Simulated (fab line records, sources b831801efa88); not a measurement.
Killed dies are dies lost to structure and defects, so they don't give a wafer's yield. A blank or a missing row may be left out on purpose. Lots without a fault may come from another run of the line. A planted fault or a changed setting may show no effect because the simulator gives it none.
Which tool did it? | flow gf180mcu | 11 lots, 33 wafers sampled, at 3 steps of a route of 602

WHAT THE GAUGES READ, wafer by wafer
GF_PSD_RS_MEAS_15: measures by four-point-probe.
lot  | measured     | on            | PSD_RS (ohm/sq)
L861 | day 15 12:19 | film_metro-02 | 108.8 108.7 108.7
L862 | day 15 19:05 | film_metro-02 | 108.6 108.8 108.5
L863 | day 16 05:14 | film_metro-02 | 109.1 108.7 108.7
L864 | day 16 15:43 | film_metro-01 | 108.4 108.3 108.1
L866 | day 17 08:57 | film_metro-03 | 110.7 110.6 110.6
L867 | day 17 23:17 | film_metro-02 | 110.7 111.0 111.1
L870 | day 18 19:27 | film_metro-03 | 111.2 111.1 111.5
L876 | day 20 20:52 | film_metro-01 | 107.8 108.0 108.0
L878 | day 21 10:31 | film_metro-02 | 108.9 108.8 108.7
L879 | day 21 18:59 | film_metro-01 | 108.4 108.5 108.4
L880 | day 22 05:36 | film_metro-02 | 109.0 108.6 108.6

WHICH TOOL RAN EACH LOT (tool, then ch and the chambers of the sampled wafers, then the start)
lot  | GF_PSD_IMPLANT_09               | GF_PSD_STRIP_10
L861 | implanter-01 ch 0, day 15 11:46 | plasma_asher-04 ch 0,1, day 15 11:53
L862 | implanter-03 ch 0, day 15 18:32 | plasma_asher-03 ch 0,1, day 15 18:41
L863 | implanter-03 ch 0, day 16 04:41 | plasma_asher-03 ch 0,1, day 16 04:50
L864 | implanter-03 ch 0, day 16 15:08 | plasma_asher-03 ch 1, day 16 15:17
L866 | implanter-03 ch 0, day 17 08:23 | plasma_asher-01 ch 0,1, day 17 08:32
L867 | implanter-03 ch 0, day 17 22:44 | plasma_asher-01 ch 0,1, day 17 22:51
L870 | implanter-03 ch 0, day 18 18:54 | plasma_asher-03 ch 0,1, day 18 19:02
L876 | implanter-02 ch 0, day 20 20:18 | plasma_asher-04 ch 0,1, day 20 20:26
L878 | implanter-03 ch 0, day 21 09:57 | plasma_asher-03 ch 0,1, day 21 10:05
L879 | implanter-01 ch 0, day 21 18:26 | plasma_asher-04 ch 0, day 21 18:35
L880 | implanter-02 ch 0, day 22 05:03 | plasma_asher-03 ch 0,1, day 22 05:10
- GF_PSD_IMPLANT_09
- GF_PSD_STRIP_10: strips in O2/N2.

THE ANSWER, worked out from the rows above alone
Rule: what is usual is taken from the lots themselves. Put in order of their means at a reading, lots are off if they are a third of the lots or fewer, leave a main group of 4 or more, and stand apart from it by a gap of 3 or more times the standard deviation of the main group's means; of several such gaps the widest counts. A main group whose means are all the same, to the digits that the tables above print for the reading, isn't used. A lot without any number at a reading at which 4 lots or more have one is off too. The other lots that the step has rows for count as sound.
Off: L866, L867, L870, at GF_PSD_RS_MEAS_15 (PSD_RS). The main group: mean 108.5 ohm/sq, standard deviation 0.29.
A tool fits if, at a process step before that reading, it ran every lot that is off, and no sound lot after the first of them. The gauges at GF_PSD_RS_MEAS_15 are tried like those tools. None of those tried fits.

WHAT THE SIMULATOR HAD PUT IN
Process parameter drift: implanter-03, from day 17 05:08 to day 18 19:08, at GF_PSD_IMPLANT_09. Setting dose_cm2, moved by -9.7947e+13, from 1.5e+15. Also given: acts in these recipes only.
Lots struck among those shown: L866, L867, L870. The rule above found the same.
